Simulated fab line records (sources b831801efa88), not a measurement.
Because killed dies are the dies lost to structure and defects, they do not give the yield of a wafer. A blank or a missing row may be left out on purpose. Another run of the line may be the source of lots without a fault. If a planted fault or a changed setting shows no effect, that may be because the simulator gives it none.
fab line records	flow sky130
record lots=12	wafers=36	last_day=50
route steps=708 shown LI_CONTACT@378 LOCAL_INTERCONNECT@398 PAD_OPEN@708
lots that met no fault: from a run of the same line without faults
start_h: hours from the record's opening day to when the first of the lot's shown wafers began	wait_h: how many hours have passed since the lot's step before this one	" as in the row above	L1.1+2: several wafers, shown together as one row	- no value, or no start was given	* or withheld: withheld	< > ~ a bound
route shown NAME@n: names a module that has steps shown in the file, with the first one's number in the route	usual: the fault-free wafers' mean and standard deviation	same: alike in all rows	chamber/n: place in a boat	sites: each site's reading	_std_site: their standard deviation	_edge_site: outer sites' mean less inner sites'	radius_mm: for every site, how far away it sits from the centre of the wafer	mask NAME#n: copy n	behind: the last tool/chamber to shape the wafer	hold: why the lot went on hold/how many hours it stayed there/how the hold came to an end	device: transistor that didn't switch, given as n, p or np	end of line: tests run on the same wafers once the route is complete	for a step that has no rows: nothing shown but its recipe	killed: dies lost to structure and defects at the first sort, not the wafer's yield	map: per-die view of a wafer (x killed, . not killed, _ where there is no die)
set.NAME: the setting as run; set.NAME@STEP: as run at that earlier step	model.NAME: the simulator's own value behind a step, which no gauge read
one table for each step of the route and one row for each wafer, over a sample of lots
services: the hour from which a tool's chamber was out of use, counted from the record's first day as start_h (under 0 if before that day), plus the number of hours and why
## steps
# step SKY_LI_CONTACT_STRIP_16
# recipe chemistry=O2/N2	power_w=1400	pressure_mtorr=1500	platen_temp_c=withheld	o2_flow_sccm=3000	n2_flow_sccm=300	overash_fraction=0.5
# usual drypump_motor_current_A=5.71/0.25	n2_flow_sccm=299.8/0.87	oes_product_au=0.376/0.0046	strip_time_to_endpoint_s=3.49/0.032
# same overash_fraction=0.5
lot.wafer	tool	chamber	start_h	wait_h	drypump_motor_current_A	n2_flow_sccm	oes_product_au	rf_hours_counter_h	strip_time_to_endpoint_s
L800.2	plasma_asher-02	1	666.94	-	5.74	298.7	0.372	23	3.42
L800.5	"	1	"	"	5.72	299.0	0.371	-	3.44
L800.6	"	0	"	"	5.45	299.4	0.378	-	3.47
L802.3	plasma_asher-02	1	684.18	-	5.74	300.7	0.382	-	3.49
L802.4	"	0	"	"	5.45	300.8	0.366	-	3.46
L802.5	"	0	"	"	5.45	298.6	0.375	-	3.47
L804.1	plasma_asher-02	0	702.89	-	5.45	299.7	0.382	27	3.52
L804.2	"	1	"	"	5.73	299.5	0.383	27	3.45
L804.5	"	1	"	"	5.74	298.9	0.372	-	3.48
L806.1	plasma_asher-01	0	718.85	-	5.44	300.1	0.368	99	3.48
L806.2	"	1	"	"	6.01	299.9	0.375	99	3.43
L806.6	"	1	"	"	6.01	301.0	0.375	-	3.44
L811.1	plasma_asher-02	1	763.84	-	5.73	300.5	0.379	33	3.51
L811.4	"	1	"	"	5.74	300.0	0.380	-	3.53
L811.6	"	1	"	"	5.74	299.5	0.375	-	3.50
L813.3	plasma_asher-03	1	780.93	-	5.53	299.6	0.370	-	3.48
L813.4	"	0	"	"	6.06	299.6	0.378	-	3.53
L813.6	"	0	"	"	6.06	301.0	0.377	-	3.48
L814.2	plasma_asher-02	0	786.49	-	5.44	300.2	0.380	35	3.53
L814.3	"	1	"	"	5.74	296.9	0.387	-	3.49
L814.6	"	0	"	"	5.44	300.0	0.367	-	3.47
L817.1	plasma_asher-03	1	806.90	-	5.52	300.2	0.375	97	3.51
L817.2	"	0	"	"	6.04	298.8	0.379	97	3.47
L817.5	"	0	"	"	6.01	301.1	0.372	-	3.50
L819.1	plasma_asher-02	1	827.53	-	5.73	298.7	0.381	40	3.54
L819.3	"	1	"	"	5.73	298.6	0.380	-	3.47
L819.4	"	0	"	"	5.46	301.2	0.374	-	3.47
L820.3	plasma_asher-03	0	828.85	-	6.03	300.7	0.380	-	3.46
L820.4	"	1	"	"	5.52	298.6	0.382	-	3.49
L820.6	"	1	"	"	5.52	300.1	0.370	-	3.48
L822.1	plasma_asher-01	0	844.80	-	5.44	299.0	0.372	10	3.51
L822.3	"	1	"	"	6.02	300.0	0.377	-	3.50
L822.5	"	1	"	"	6.01	301.2	0.380	-	3.51
L823.2	plasma_asher-02	1	855.25	-	5.74	299.2	0.379	42	3.44
L823.3	"	0	"	"	5.46	299.7	0.373	-	3.49
L823.6	"	0	"	"	5.46	300.5	0.374	-	3.50
# step SKY_LOCAL_INTERCONNECT_CD_MEAS_11
# recipe target_cd_nm=170
# usual cd_nm=170.3/1.6
lot.wafer	tool	chamber	start_h	wait_h	cd_nm
L800.2	cd_sem-01	-	696.63	-	170.2
L800.5	"	-	"	"	168.4
L800.6	"	-	"	"	168.3
L802.3	cd_sem-01	-	713.25	-	170.8
L802.4	"	-	"	"	172.2
L802.5	"	-	"	"	171.1
L804.1	cd_sem-01	-	731.21	-	170.0
L804.2	"	-	"	"	171.2
L804.5	"	-	"	"	168.7
L806.1	cd_sem-02	-	748.21	-	168.5
L806.2	"	-	"	"	168.3
L806.6	"	-	"	"	168.2
L811.1	cd_sem-01	-	792.21	-	169.3
L811.4	"	-	"	"	168.4
L811.6	"	-	"	"	170.1
L813.3	cd_sem-01	-	809.09	-	167.9
L813.4	"	-	"	"	169.2
L813.6	"	-	"	"	168.8
L814.2	cd_sem-01	-	814.62	-	171.3
L814.3	"	-	"	"	171.6
L814.6	"	-	"	"	173.3
L817.1	cd_sem-02	-	834.71	-	172.8
L817.2	"	-	"	"	172.0
L817.5	"	-	"	"	173.3
L819.1	cd_sem-01	-	855.61	-	170.3
L819.3	"	-	"	"	169.6
L819.4	"	-	"	"	168.6
L820.3	cd_sem-01	-	855.84	-	169.9
L820.4	"	-	"	"	170.1
L820.6	"	-	"	"	169.2
L822.1	cd_sem-02	-	873.00	-	170.0
L822.3	"	-	"	"	170.3
L822.5	"	-	"	"	170.9
L823.2	cd_sem-02	-	882.43	-	172.0
L823.3	"	-	"	"	170.9
L823.6	"	-	"	"	170.4
# step SKY_LOCAL_INTERCONNECT_OVL_MEAS_12
# usual LOCAL_INTERCONNECT_OVL=-1/5.3
lot.wafer	tool	chamber	start_h	wait_h	LOCAL_INTERCONNECT_OVL[nm]
L800.2	overlay-02	-	696.74	0.1	-2
L800.5	"	-	"	"	1
L800.6	"	-	"	"	-2
L802.3	overlay-02	-	713.34	0.1	0
L802.4	"	-	"	"	-3
L802.5	"	-	"	"	-5
L804.1	overlay-02	-	731.33	0.1	8
L804.2	"	-	"	"	-2
L804.5	"	-	"	"	1
L806.1	overlay-01	-	748.33	0.1	9
L806.2	"	-	"	"	-2
L806.6	"	-	"	"	2
L811.1	overlay-02	-	792.33	0.1	-7
L811.4	"	-	"	"	-6
L811.6	"	-	"	"	-5
L813.3	overlay-02	-	809.19	0.1	-1
L813.4	"	-	"	"	-5
L813.6	"	-	"	"	-7
L814.2	overlay-02	-	814.73	0.1	-1
L814.3	"	-	"	"	-4
L814.6	"	-	"	"	3
L817.1	overlay-02	-	834.83	0.1	2
L817.2	"	-	"	"	8
L817.5	"	-	"	"	4
L819.1	overlay-01	-	855.73	0.1	1
L819.3	"	-	"	"	-5
L819.4	"	-	"	"	1
L820.3	overlay-01	-	855.94	0.1	-3
L820.4	"	-	"	"	-2
L820.6	"	-	"	"	-7
L822.1	overlay-02	-	873.12	0.1	-2
L822.3	"	-	"	"	3
L822.5	"	-	"	"	-3
L823.2	overlay-01	-	882.54	0.1	1
L823.3	"	-	"	"	6
L823.6	"	-	"	"	0
# step SKY_LOCAL_INTERCONNECT_METAL_ETCH_14
# recipe target_depth_nm=110	stop_on=PSG	chemistry=Cl2/BCl3	target=TiN	resist_sidewall_deg=88	pressure_mtorr=10	icp_w=900	bias_w=48.5	Cl2_flow_sccm=60	bcl3_flow_sccm=30	time_s=31.4
# usual bias_w=48.48/0.14	drypump_motor_current_A=5.8/0.5	oes_product_au=0.940/0.0071	throttle_valve_pct=21.902/0.0088
lot.wafer	tool	chamber	start_h	wait_h	bias_w	drypump_motor_current_A	oes_product_au	rf_hours_counter_h	throttle_valve_pct
L800.2	rie_metal-02	0	696.83	0.0	48.37	6.5	0.943	12	21.903
L800.5	"	1	"	"	48.60	6.0	0.931	-	21.900
L800.6	"	0	"	"	48.49	6.5	0.943	-	21.897
L802.3	rie_metal-02	0	713.45	0.0	48.43	6.5	0.938	-	21.886
L802.4	"	1	"	"	48.31	6.0	0.948	-	21.897
L802.5	"	1	"	"	48.30	6.0	0.943	-	21.908
L804.1	rie_metal-04	1	731.43	0.0	48.39	5.1	0.937	8	21.907
L804.2	"	0	"	"	48.16	5.9	0.938	4	21.900
L804.5	"	0	"	"	48.52	5.9	0.940	-	21.905
L806.1	rie_metal-04	0	748.43	0.0	48.63	5.9	0.952	4	21.897
L806.2	"	1	"	"	48.42	5.1	0.953	9	21.892
L806.6	"	0	"	"	48.82	5.9	0.927	-	21.904
L811.1	rie_metal-02	1	792.43	0.0	48.37	6.1	0.935	11	21.901
L811.4	"	0	"	"	48.31	6.5	0.945	-	21.904
L811.6	"	1	"	"	48.46	6.0	0.933	-	21.904
L813.3	rie_metal-04	0	809.29	0.0	45.80	5.9	0.933	-	21.923
L813.4	"	1	"	"	45.91	5.1	0.936	-	21.898
L813.6	"	0	"	"	45.83	5.9	0.933	-	21.889
L814.2	rie_metal-04	0	814.82	0.0	45.53	5.9	0.936	7	21.905
L814.3	"	1	"	"	45.93	5.1	0.947	-	21.889
L814.6	"	0	"	"	45.85	5.9	0.942	-	21.899
L817.1	rie_metal-02	1	834.93	0.0	48.43	6.0	0.946	13	21.905
L817.2	"	0	"	"	48.29	6.5	0.947	17	21.913
L817.5	"	0	"	"	48.46	6.5	0.936	-	21.911
L819.1	rie_metal-03	0	855.83	0.0	48.54	5.4	0.927	9	21.919
L819.3	"	0	"	"	48.43	5.4	0.921	-	21.928
L819.4	"	1	"	"	48.50	5.6	0.920	-	21.922
L820.3	rie_metal-02	0	856.04	0.0	48.51	6.5	0.946	-	21.906
L820.4	"	1	"	"	48.40	6.1	0.944	-	21.895
L820.6	"	0	"	"	48.53	6.5	0.939	-	21.900
L822.1	rie_metal-04	1	873.22	0.0	48.60	5.1	0.947	14	21.903
L822.3	"	0	"	"	48.50	5.9	0.941	-	21.905
L822.5	"	0	"	"	48.52	5.9	0.942	-	21.899
L823.2	rie_metal-04	1	882.63	0.0	48.39	5.1	0.950	14	21.901
L823.3	"	0	"	"	48.62	5.9	0.940	-	21.889
L823.6	"	1	"	"	48.71	5.1	0.946	-	21.911
# step SKY_PAD_OPEN_PROBE_99
# usual killed_at_M0_to_M3=42/6.6	killed_at_M4_up=3.0/1.8	killed_at_contacts=25/5.1	killed_at_front_end=15/4.4	killed_at_other=0.3/0.56	killed_dies=86/8.6	killed_open=47/6.9	killed_short=38/6
# same gross_dies=492	killed_at_back_side=0
lot.wafer	tool	chamber	start_h	wait_h	killed_at_M0_to_M3	killed_at_M4_up	killed_at_contacts	killed_at_front_end	killed_at_other	killed_dies	killed_open	killed_short
L814.2	prober-01	-	1154.13	0.1	42	1	30	21	0	94	61	32
L814.3	prober-01	-	1154.18	0.2	39	6	19	9	0	73	39	33
L814.6	prober-01	-	1154.33	0.2	38	2	16	15	0	71	45	25
L819.1	prober-02	-	1181.87	0.1	44	2	20	19	1	86	52	33
L819.3	prober-02	-	1181.97	0.2	26	1	32	16	0	75	41	34
L819.4	prober-02	-	1182.02	0.2	41	1	21	18	0	81	45	35
# killed by level:class
L814.2 CONTACT:geometric_particle:open=12 VIA1:geometric_particle:open=12 LI_CONTACT:geometric_particle:open=11 POLY_GATE:geometric_particle:open=7 VIA3:geometric_particle:open=7 METAL2:geometric_particle:short=5 FIELD_ISO:geometric_particle:short=4 FIELD_ISO:geometric_particle:open=4
L814.3 VIA1:geometric_particle:open=13 CONTACT:geometric_particle:open=8 VIA2:geometric_particle:open=6 FIELD_ISO:geometric_particle:short=4 METAL4:geometric_particle:short=4 VIA3:geometric_particle:short=4 FIELD_ISO:geometric_particle:open=3 LI_CONTACT:geometric_particle:open=3
L814.6 VIA3:geometric_particle:open=10 VIA1:geometric_particle:open=9 VIA2:geometric_particle:open=7 METAL2:geometric_particle:short=5 LI_CONTACT:geometric_particle:open=5 LOCAL_INTERCONNECT:geometric_particle:short=5 CONTACT:geometric_particle:open=5 FIELD_ISO:geometric_particle:open=4
L819.1 VIA1:geometric_particle:open=11 POLY_GATE:geometric_particle:open=7 VIA3:geometric_particle:open=7 LI_CONTACT:geometric_particle:open=6 CONTACT:geometric_particle:open=6 METAL1:geometric_particle:short=6 VIA3:geometric_particle:short=6 VIA2:geometric_particle:open=5
L819.3 CONTACT:geometric_particle:open=13 CONTACT:geometric_particle:short=6 VIA3:geometric_particle:open=6 FIELD_ISO:geometric_particle:open=5 LI_CONTACT:geometric_particle:open=5 VIA1:geometric_particle:open=5 POLY_GATE:geometric_particle:short=4 LOCAL_INTERCONNECT:geometric_particle:short=4
L819.4 VIA1:geometric_particle:open=7 FIELD_ISO:geometric_particle:open=6 LOCAL_INTERCONNECT:geometric_particle:short=6 VIA3:geometric_particle:short=6 VIA1:geometric_particle:short=6 LI_CONTACT:geometric_particle:open=5 VIA2:geometric_particle:open=5 CONTACT:geometric_particle:open=5
## services
tool	chamber	start_h	hours	kind
rie_metal-04	0	643.43	19.0	repair
plasma_asher-03	-	701.20	5.6	repair
plasma_asher-03	-	728.41	1.7	repair
plasma_asher-01	-	733.75	9.0	pm
plasma_asher-01	0	733.75	9.0	vent_cycle
plasma_asher-01	1	733.75	9.0	vent_cycle
plasma_asher-01	0	742.75	-	clean
plasma_asher-01	1	742.75	-	clean
rie_metal-03	0	764.95	20.9	repair
plasma_asher-01	-	765.42	0.5	repair
rie_metal-03	1	861.91	-	clean
rie_metal-03	1	861.91	14.5	scheduled_down
rie_metal-03	1	861.91	14.5	vent_cycle
rie_metal-02	-	861.96	14.6	pm
rie_metal-02	1	876.56	-	clean
rie_metal-02	1	876.56	22.4	scheduled_down
rie_metal-02	1	876.56	22.4	vent_cycle
plasma_asher-03	-	881.01	1.7	repair
## key
first_sign step=SKY_LOCAL_INTERCONNECT_METAL_ETCH_14	reading=bias_w	direction=down	sigmas=19	usual=48.48	struck=45.81
effect none on later readings
met_at SKY_LOCAL_INTERCONNECT_METAL_ETCH_14
struck_lots L813,L814
tester_left_out L813,L814
not_acting_at SKY_LI_CONTACT_STRIP_16,SKY_LOCAL_INTERCONNECT_CD_MEAS_11,SKY_LOCAL_INTERCONNECT_OVL_MEAS_12
onset_between 748.43 809.29
fault kind=process_parameter_drift	tool=rie_metal-04	chamber=-	onset_h=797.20	steps=SKY_LOCAL_INTERCONNECT_METAL_ETCH_14	channel=bias_w	offset=-2.6268	shape=step	end_h=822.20	acts_in=these_recipes_only	stated=48.5
# tester_left_out: of these lots the tester's yield and bins aren't shown, on N5 and GAA mostly nor the transistor test; their killed dies are dies lost to structure and defects alone, not to doping, threshold or leakage, so they don't give the yield
